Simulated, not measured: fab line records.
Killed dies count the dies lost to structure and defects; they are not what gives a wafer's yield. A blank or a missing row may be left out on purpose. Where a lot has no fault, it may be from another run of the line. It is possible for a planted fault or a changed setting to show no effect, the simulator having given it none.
Problem report in the 8D (eight disciplines) form, filled by code / flow sky130 / the parts of the form that need people (team, actions taken, sign-off) are left out

== 1. PROBLEM STATEMENT ==
Mean LDD_HVN_TW at SKY_LDD_HVN_TW_MEAS_10: 1156 over 6 wafers in 2 lots; fault-free wafers: 1439, standard deviation 10. Relative to the usual mean, that is a shift of -28 standard deviations.
The first sign was on wafer L306.1 at day 26 05:43, on film-metro-03. The record has a number at this step for 36 wafers belonging to 12 lots. By rule, "out" or "out of limits" means more than 4 standard deviations away from the usual mean. The rest of the wafers with a number are treated as sound.

== 2. WHAT IT IS AND WHAT IT IS NOT ==
question=which readings at this step | is=LDD_HVN_TW | is not=-
question=which lots | is=L306, L307 | is not=L292, L294, L296, L298, L299, L300, L301, L302, L308, L313
question=which wafers of those lots | is=all that have a number | is not=-
question=read on which gauges | is=film-metro-03, film-metro-04 | is not=film-metro-02
question=when | is=from day 26 05:43 | is not=up to then (24 sound wafers); but 6 sound wafers of L308, L313 came after

== 3. WHAT RULES OUT EACH SUSPECT ==
Counting: a tool stays on the suspect list if, at a process step up to the reading, it processed all lots that are out and no sound lot following the first of them.
- the gauge at SKY_LDD_HVN_TW_MEAS_10 is ruled out. Those wafers that are out were read across 2 gauges (film-metro-03, film-metro-04).
- implanter-04 at SKY_LDD_HVN_IMPLANT_08: kept. It ran every lot that is out, first L306 (day 26 05:28), and no sound lot after that; its last sound lot up to then is L302 (day 25 11:50). Its own readings are out on those wafers: dose-ions-cm2, faraday-current-uA.
The count leaves implanter-04 at SKY_LDD_HVN_IMPLANT_08.

== 4. THE CAUSE (what the simulator had put in) ==
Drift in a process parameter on implanter-04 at SKY_LDD_HVN_IMPLANT_08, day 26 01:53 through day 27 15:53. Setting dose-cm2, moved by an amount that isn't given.
Counting left only this tool.

== 5. SEQUENCE OF EFFECTS, ordered by route ==
Rows list readings where the struck wafers' mean (over those with a number) sits beyond 3 standard deviations from the usual. Scope: only readings with a usual standard deviation given in the record; hours: median across lots of the time from each lot's start at the first step in this table that gives one to its start at this step; sigmas: change in usual standard deviations.
hours=0; step=SKY_LDD_HVN_IMPLANT_08; reading=dose-ions-cm2; usual=3e+13; on struck wafers=1e+13; change=-2e+13; sigmas=-99 or more
hours=0; step=SKY_LDD_HVN_IMPLANT_08; reading=faraday-current-uA; usual=169; on struck wafers=83; change=-86; sigmas=-24
hours=0; step=SKY_LDD_HVN_TW_MEAS_10; reading=LDD_HVN_TW; usual=1439; on struck wafers=1156; change=-282; sigmas=-28
The process steps in it:
- SKY_LDD_HVN_IMPLANT_08

== 6. HOW IT WOULD HAVE BEEN CAUGHT EARLIER ==
The first out-of-limits reading at a measuring or inspecting step in this record came at day 26 05:43, 4 hours after the fault's start at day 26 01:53.
The tool's own readings at SKY_LDD_HVN_IMPLANT_08 were out on every struck wafer that the step has a row for (dose-ions-cm2, faraday-current-uA): an alarm limit on them would have fired on the first of those.
L307, from the lots that are out (2), started SKY_LDD_HVN_IMPLANT_08 on implanter-04 later than day 26 05:43. A hold on the tool at that time would have spared it.
